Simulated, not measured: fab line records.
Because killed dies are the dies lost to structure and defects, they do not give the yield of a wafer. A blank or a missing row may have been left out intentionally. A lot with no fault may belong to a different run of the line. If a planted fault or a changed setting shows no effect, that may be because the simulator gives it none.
Matching of chambers | flow gf180mcu | 3 sister chambers for GF_SAB_CVD_00 on pecvd-04
The step deposits SiO2 from TEOS, target thk 50 nm, time 4.9302 s. 6 wafers are shown with their chamber, then 7 later ones without.

== EACH WAFER AND ITS CHAMBER ==
wafer  | chamber | heater_power_w (W)
L202.3 | 1       | 594
L208.1 | 0       | 548
L208.3 | 1       | 514
L208.4 | 2       | 738
L211.1 | 0       | 561
L211.4 | 2       | 768

== WAFERS MISSING THEIR CHAMBER ==
wafer  | heater_power_w (W)
L211.6 | 636
L212.3 | 573
L212.4 | 535
L212.6 | 731
L213.1 | 659
L213.5 | 660
L213.6 | 642

== WHICH CHAMBER EACH ONE RAN IN ==
wafer  | from the rows above          | in truth
L211.6 | can't be placed: 0 or 1 or 2 | 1
L212.3 | can't be placed: 0 or 1      | 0
L212.4 | can't be placed: 1 or 0      | 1
L212.6 | 2                            | 2
L213.1 | can't be placed: 2 or 0 or 1 | 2
L213.5 | can't be placed: 2 or 0 or 1 | 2
L213.6 | can't be placed: 0 or 1 or 2 | 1
Correctly placed: 1 of 7. Can't be placed from these rows: 6 (the true chamber is among the candidates in 6). 0 placed wrongly.
How it was worked out, from the rows above alone: a wafer's distance from a chamber is the root of the sum, over the readings, of the square of ((its reading less the chamber's mean) divided by the reading's scatter). The wafer belongs to the nearest chamber; if the next one is less than 2 further off, it can't be placed. The mean given for a chamber averages the wafers shown for that chamber. The scatter: take each reading less its chamber's mean, square it, sum over the shown wafers, divide by the number of wafers less the number of chambers, and take the root.
